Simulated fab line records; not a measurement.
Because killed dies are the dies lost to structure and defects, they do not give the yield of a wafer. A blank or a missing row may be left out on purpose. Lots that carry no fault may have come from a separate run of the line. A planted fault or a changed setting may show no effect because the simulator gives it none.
fab line records | flow sky130
record lots=7 wafers=21 lastDay=50
route steps=708 shown VIA4@645 METAL5@661
lots with no fault: from the same line, run without faults
startH: hours from the record's first day to the start of the lot's first wafer shown | waitH: hours since the lot's step before | " same as the row above | L1.1+2: a single row standing in for several wafers | - no value present, or no start provided | * or withheld: withheld | < > ~ a bound
route shown NAME@n: names a module that has steps shown in the file, with the first one's number in the route | usual: the fault-free wafers' mean and standard deviation | same: alike in all rows | chamber/n: place in a boat | sites: each site's reading | _std_site: the standard deviation of these | _edge_site: inner sites' mean taken away from outer sites' mean | radiusMm: for every site, how far away it sits from the centre of the wafer | mask NAME#n: copy n | behind: tool/chamber where the wafer was last shaped | hold: the reason the lot was held/the length of the hold in hours/how it ended | device: the transistor (n, p or np) that didn't switch | end of line: the route-end tests of the same wafers | a step given without rows: its recipe and nothing more | killed: dies lost to structure and defects at the first sort, not the wafer's yield | map: shows each die of a wafer: x if killed, . if not, _ if none is there
set.NAME: the setting that was run; set.NAME@STEP: the one run at that earlier step | model.NAME: the simulator's own value behind a step, which no gauge read
lots seen at some steps along the route; tables by step, rows by wafer
services: when a tool's chamber went out of use (startH, in hours from the record's first day, below 0 if earlier), for how many hours, and the reason
## steps
# step SKY_VIA4_COAT_06
# recipe resist=NOVOLAK spinRpm=3000 resistThkNm=1140
# step SKY_VIA4_SOFTBAKE_07
# recipe tempC=90 timeS=60 resist=NOVOLAK
# step SKY_VIA4_EXPOSE_08
# recipe maskId=VIM4 na=0.6 sourceShape=conventional sigmaOuter=0.6 polarization=unpolarized targetCdNm=800 doseMj=132
# step SKY_VIA4_PEB_09
# recipe tempC=withheld timeS=* resist=NOVOLAK
# step SKY_VIA4_DEVELOP_10
# recipe resist=NOVOLAK developer=TMAH developTimeS=60 devTempC=23
# step SKY_VIA4_OVL_MEAS_11
# usual VIA4_OVL=0.2/1.7
# columns lot.wafer tool chamber startH waitH VIA4_OVL[nm]
L919.4 overlay-01 - 995.71 0.1 -0.3
L919.5 " - " " -1.2
L919.6 " - " " -1.4
L921.2 overlay-01 - 1024.34 0.1 -0.4
L921.5 " - " " 0.5
L921.6 " - " " 0.1
L924.1 overlay-01 - 1037.37 0.1 4.1
L924.2 " - " " 2.5
L924.6 " - " " 2.8
L930.3 overlay-01 - 1076.50 0.1 -1.2
L930.4 " - " " -1.2
L930.6 " - " " -2.7
L936.2 overlay-01 - 1117.43 0.1 0.8
L936.5 " - " " 0.7
L936.6 " - " " 2.0
L940.2 overlay-01 - 1134.37 0.1 0.2
L940.3 " - " " -0.5
L940.6 " - " " 1.3
L942.1 overlay-02 - 1153.93 0.1 -0.2
L942.2 " - " " 0.7
L942.6 " - " " 1.4
# step SKY_VIA4_ETCH_12
# recipe target=SiO2 chemistry=C4F8/O2/Ar stopOn=TiN maskMaterial=NOVOLAK sourceW=1500 biasW=1200 pressureMtorr=40 c4f8FlowSccm=withheld O2_flow_sccm=6 Ar_flow_sccm=300 timeS=withheld targetDepthA=5800
# usual oesProductAu=0.925/0.0046
# columns lot.wafer tool chamber startH waitH oesProductAu
L919.4 rieDiel-01 1 995.72 0.0 0.922
L919.5 " 2 " " 0.927
L919.6 " 1 " " 0.929
L921.2 rieDiel-01 0 1024.37 0.0 0.935
L921.5 " 0 " " 0.932
L921.6 " 1 " " 0.928
L924.1 rieDiel-03 1 1037.41 0.0 0.926
L924.2 " 2 " " 0.937
L924.6 " 2 " " 0.930
L930.3 rieDiel-02 3 1076.52 0.0 0.927
L930.4 " 1 " " 0.921
L930.6 " 1 " " 0.917
L936.2 rieDiel-01 0 1117.46 0.0 0.924
L936.5 " 2 " " 0.930
L936.6 " 3 " " 0.929
L940.2 rieDiel-03 0 1134.40 0.0 0.924
L940.3 " 2 " " 0.927
L940.6 " 2 " " 0.923
L942.1 rieDiel-03 2 1153.96 0.0 0.916
L942.2 " 0 " " 0.933
L942.6 " 0 " " 0.930
# step SKY_VIA4_STRIP_13
# recipe chemistry=O2/N2 powerW=1400 pressureMtorr=1500 platenTempC=withheld o2FlowSccm=3000 n2FlowSccm=300 overashFraction=0.5
# usual drypumpMotorCurrentA=5.4/0.35 oesProductAu=0.709/0.0045 stripTimeToEndpointS=12.802/0.026
# columns lot.wafer tool chamber startH waitH drypumpMotorCurrentA oesProductAu rfHoursCounterH stripTimeToEndpointS
L919.4 plasmaAsher-04 1 995.83 - 4.9 0.703 - 12.832
L919.5 " 0 " " 5.4 0.709 - 12.827
L919.6 " 1 " " 5.0 0.707 - 12.798
L921.2 plasmaAsher-01 0 1024.45 - 6.1 0.713 88 12.842
L921.5 " 1 " " 5.9 0.713 - 12.785
L921.6 " 0 " " 6.0 0.709 - 12.784
L924.1 plasmaAsher-02 1 1037.48 - 5.4 0.706 30 12.822
L924.2 " 0 " " 5.3 0.707 30 12.812
L924.6 " 0 " " 5.3 0.706 - 12.787
L930.3 plasmaAsher-01 1 1076.63 - 5.9 0.714 - 12.785
L930.4 " 0 " " 6.0 0.715 - 12.783
L930.6 " 0 " " 6.1 0.706 - 12.847
L936.2 plasmaAsher-02 0 1117.53 - 5.3 0.714 38 12.818
L936.5 " 1 " " 5.4 0.701 - 12.781
L936.6 " 0 " " 5.3 0.700 - 12.836
L940.2 plasmaAsher-04 1 1134.47 - 4.9 0.709 6 12.797
L940.3 " 0 " " 5.5 0.712 - 12.782
L940.6 " 1 " " 4.9 0.709 - 12.789
L942.1 plasmaAsher-02 1 1154.03 - 5.3 0.712 41 12.810
L942.2 " 0 " " 5.3 0.712 41 12.778
L942.6 " 0 " " 5.3 0.713 - 12.762
# step SKY_VIA4_STRIP_14
# recipe chemistry=postEtchResidueRemover timeS=1200 tempC=72.5
# step SKY_VIA4_CLEAN_15
# recipe chemistry=IPA timeS=180 tempC=25
# step SKY_VIA4_CLEAN_16
# recipe chemistry=O3/DIW dry=n2Spin
# step SKY_VIA4_SPUTTER_17
# recipe material=TiN targetThkNm=20 chamberPressurePa=5 powerW=4000 timeS=80
# usual cathodeDcPowerW=4000.0/0.71 throttleValvePct=29.6/0.81
# columns lot.wafer tool chamber startH waitH cathodeDcPowerW throttleValvePct
L919.4 pvdSputter-04 - 996.45 0.0 3999.3 29.5
L919.5 " - " " 3999.7 31.1
L919.6 " - " " 3999.7 28.6
L921.2 pvdSputter-04 - 1025.08 0.0 3999.0 30.1
L921.5 " - " " 4000.1 29.4
L921.6 " - " " 4000.3 30.2
L924.1 pvdSputter-01 - 1038.08 0.0 3999.8 29.9
L924.2 " - " " 4000.7 30.4
L924.6 " - " " 4000.5 29.8
L930.3 pvdSputter-01 - 1077.19 0.0 4000.7 29.4
L930.4 " - " " 4001.1 29.9
L930.6 " - " " 4000.4 30.3
L936.2 pvdSputter-03 - 1118.13 0.0 3999.9 30.2
L936.5 " - " " 3999.5 27.9
L936.6 " - " " 3999.8 29.6
L940.2 pvdSputter-01 - 1135.06 0.0 3999.2 29.4
L940.3 " - " " 4000.9 30.4
L940.6 " - " " 3999.6 29.6
L942.1 pvdSputter-03 - 1154.63 0.0 4000.2 27.5
L942.2 " - " " 4001.3 29.1
L942.6 " - " " 4000.0 30.2
# step SKY_VIA4_CVD_18
# recipe material=W targetThkNm=505 timeS=152.14 tempC=400 pressureTorr=40
# usual heaterPowerW=877/68
# columns lot.wafer tool chamber startH waitH heaterPowerW
L919.4 cvdW-02 0 996.56 0.1 933
L919.5 " 0 " " 960
L919.6 " 1 " " 912
L919.4 cvdW-02 0 996.88 0.3 949
L919.5 " 0 " " 937
L919.6 " 1 " " 925
L921.2 cvdW-01 1 1025.14 0.0 772
L921.5 " 1 " " 764
L921.6 " 0 " " 880
L924.1 cvdW-02 0 1038.14 0.0 959
L924.2 " 1 " " 937
L924.6 " 0 " " 962
L924.1 cvdW-02 0 1038.45 0.3 926
L924.2 " 1 " " 923
L924.6 " 0 " " 958
L930.3 cvdW-01 0 1077.31 0.1 872
L930.4 " 1 " " 761
L930.6 " 1 " " 771
L930.3 cvdW-01 0 1077.62 0.3 877
L930.4 " 1 " " 758
L930.6 " 1 " " 759
L936.2 cvdW-01 1 1118.19 0.0 749
L936.5 " 0 " " 896
L936.6 " 1 " " 773
L940.2 cvdW-01 0 1135.12 0.0 906
L940.3 " 0 " " 900
L940.6 " 1 " " 792
L942.1 cvdW-02 0 1154.69 0.0 958
L942.2 " 1 " " 934
L942.6 " 1 " " 930
# step SKY_VIA4_RS_MEAS_19
# recipe thkMeasGauge=four-point-probe reads=W_of_VIA4_CVD_18+TiN_of_VIA4_SPUTTER_17
# usual VIA4_W_RS=0.2254/0.0025
# columns lot.wafer tool chamber startH waitH VIA4_W_RS[ohm/sq]
L919.4 filmMetro-03 - 997.04 0.1 0.1127
L919.5 " - " " 0.1127
L919.6 " - " " 0.1119
L921.2 filmMetro-03 - 1025.32 0.1 0.2248
L921.5 " - " " 0.2300
L921.6 " - " " 0.2279
L924.1 filmMetro-02 - 1038.61 0.1 0.1132
L924.2 " - " " 0.1132
L924.6 " - " " 0.1133
L930.3 filmMetro-02 - 1077.95 0.3 0.1120
L930.4 " - " " 0.1114
L930.6 " - " " 0.1120
L936.2 filmMetro-02 - 1118.36 0.1 0.2248
L936.5 " - " " 0.2224
L936.6 " - " " 0.2258
L940.2 filmMetro-04 - 1135.29 0.1 0.2235
L940.3 " - " " 0.2229
L940.6 " - " " 0.2214
L942.1 filmMetro-02 - 1154.84 0.1 0.2214
L942.2 " - " " 0.2216
L942.6 " - " " 0.2223
# step SKY_VIA4_THK_MEAS_20
# recipe thkMeasGauge=xrf reads=W_of_VIA4_CVD_18
# usual VIA4_W_THK=514/12
# columns lot.wafer tool chamber startH waitH VIA4_W_THK[nm]
L919.4 filmMetro-03 - 997.13 0.1 -
L919.5 " - " " 1000
L919.6 " - " " -
L921.2 filmMetro-03 - 1025.43 0.1 512
L921.5 " - " " 499
L921.6 " - " " 504
L924.1 filmMetro-02 - 1038.73 0.1 -
L924.2 " - " " -
L924.6 " - " " -
L930.3 filmMetro-02 - 1078.05 0.1 -
L930.4 " - " " -
L930.6 " - " " -
L936.2 filmMetro-02 - 1118.47 0.1 528
L936.5 " - " " 530
L936.6 " - " " 526
L940.2 filmMetro-04 - 1135.40 0.1 514
L940.3 " - " " 511
L940.6 " - " " 515
L942.1 filmMetro-02 - 1154.96 0.1 535
L942.2 " - " " 535
L942.6 " - " " 536
# step SKY_VIA4_CMP_21
# recipe stopOn=SiO2 tOverpolishS=25 downForcePsi=3.5 platenRpm=60 targetThkNm=0 padVelocityMS=0.94248
# usual motorCurrentA=11.2/0.83 overpolishRunS=24.999/0.009 slurryFilterDpKPa=13.53/0.15 timeToEndpointS=123.1/3
# columns lot.wafer tool chamber startH waitH motorCurrentA overpolishRunS slurryFilterDpKPa timeToEndpointS
L919.4 cmp-01 0 997.26 0.1 10.7 25.006 13.70 242.8
L919.5 " 2 " " 10.0 24.991 13.63 250.5
L919.6 " 3 " " 11.4 24.996 13.46 249.8
L921.2 cmp-02 0 1025.48 0.0 10.4 25.002 13.51 121.8
L921.5 " 0 " " 10.0 25.008 13.41 120.4
L921.6 " 1 " " 11.7 25.015 13.34 123.8
L924.2 cmp-01 2 1038.89 0.1 10.3 25.006 13.60 246.2
L924.1 " 3 " " 10.9 25.009 13.56 239.6
L924.6 " 0 " " 10.7 25.003 13.78 245.7
L930.4 cmp-02 3 1078.14 0.1 11.3 24.987 13.54 244.7
L930.3 " 1 " " 11.3 25.017 13.63 241.4
L930.6 " 2 " " 11.8 24.998 13.45 240.5
L936.2 cmp-02 0 1118.67 0.2 10.4 25.007 13.37 122.8
L936.6 " 1 " " 11.8 25.004 13.72 122.6
L936.5 " 2 " " 12.5 25.006 13.74 124.5
L940.3 cmp-02 1 1135.45 0.0 11.3 24.994 13.96 128.8
L940.2 " 0 " " 10.0 24.997 13.75 123.0
L940.6 " 1 " " 11.9 24.982 13.33 126.5
L942.1 cmp-02 3 1155.02 0.1 12.0 25.003 13.61 122.9
L942.2 " 0 " " 9.6 24.991 13.73 125.7
L942.6 " 0 " " 9.4 24.989 13.27 122.8
# step SKY_METAL5_SPUTTER_00
# recipe material=Ti targetThkNm=15 powerW=3000 timeS=10 chamberPressurePa=0.4
# usual cathodeDcPowerW=3000.0/0.56 throttleValvePct=29.4/1.5
# columns lot.wafer tool chamber startH waitH cathodeDcPowerW throttleValvePct
L919.4 pvdSputter-02 - 997.46 0.1 2999.4 31.3
L919.5 " - " " 3001.2 31.2
L919.6 " - " " 3000.2 28.8
L921.2 pvdSputter-02 - 1025.78 0.2 2999.6 30.1
L921.5 " - " " 3000.3 28.4
L921.6 " - " " 3000.4 29.9
L924.1 pvdSputter-04 - 1039.09 0.1 3000.7 28.7
L924.2 " - " " 2999.4 29.6
L924.6 " - " " 3000.4 31.0
L930.3 pvdSputter-02 - 1078.39 0.1 2999.4 28.8
L930.4 " - " " 2999.4 31.4
L930.6 " - " " 3000.1 28.6
L936.2 pvdSputter-02 - 1118.82 0.1 2999.8 28.6
L936.5 " - " " 3000.3 26.4
L936.6 " - " " 2999.6 30.2
L940.2 pvdSputter-02 - 1135.75 0.1 2999.9 26.1
L940.3 " - " " 3000.5 30.1
L940.6 " - " " 3000.6 28.6
L942.1 pvdSputter-03 - 1155.32 0.2 3000.1 28.8
L942.2 " - " " 2999.9 27.7
L942.6 " - " " 2999.9 30.2
## services
# columns tool chamber startH hours kind
cmp-02 - 977.60 4.2 pm
pvdSputter-03 - 982.94 2.3 repair
pvdSputter-03 - 990.50 90.0 repair
cmp-02 - 997.06 0.7 repair
rieDiel-03 1 1005.82 1.8 repair
pvdSputter-02 - 1020.75 3.3 repair
rieDiel-01 - 1030.84 14.6 pm
rieDiel-03 3 1030.95 9.2 repair
rieDiel-03 - 1033.61 2.8 pm
cmp-02 - 1039.80 12.7 pm
cvdW-01 1 1049.81 5.0 repair
rieDiel-01 3 1053.66 13.8 repair
pvdSputter-03 - 1057.02 1.9 repair
cvdW-01 0 1058.46 3.1 repair
rieDiel-03 - 1061.16 0.3 repair
cvdW-02 - 1070.78 28.1 pm
plasmaAsher-02 - 1079.99 2.1 repair
cmp-02 - 1084.11 4.0 pm
pvdSputter-01 - 1090.19 24.9 repair
pvdSputter-02 - 1091.59 0.9 repair
cvdW-01 - 1096.18 2.7 repair
rieDiel-01 - 1119.57 15.6 pm
rieDiel-03 3 1133.01 26.6 repair
cmp-02 - 1142.17 1.9 repair
## key
firstSign step=SKY_VIA4_CVD_18 reading=visit direction=added
effect step=SKY_VIA4_RS_MEAS_19 reading=VIA4_W_RS direction=down sigmas=46 usual=0.2254 struck=0.1125
effect step=SKY_VIA4_THK_MEAS_20 reading=VIA4_W_THK direction=missing
effect step=SKY_VIA4_CMP_21 reading=timeToEndpointS direction=up sigmas=41 usual=* struck=*
metAt SKY_VIA4_CVD_18
struckWafers L919.4,L919.5,L919.6,L924.1,L924.2,L924.6,L930.3,L930.4,L930.6
fault kind=repeatedStepWhole tool=cvdW-01,cvdW-02 chamber=- onsetH=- steps=SKY_VIA4_CVD_18 times=1 scope=struckLotsOnly
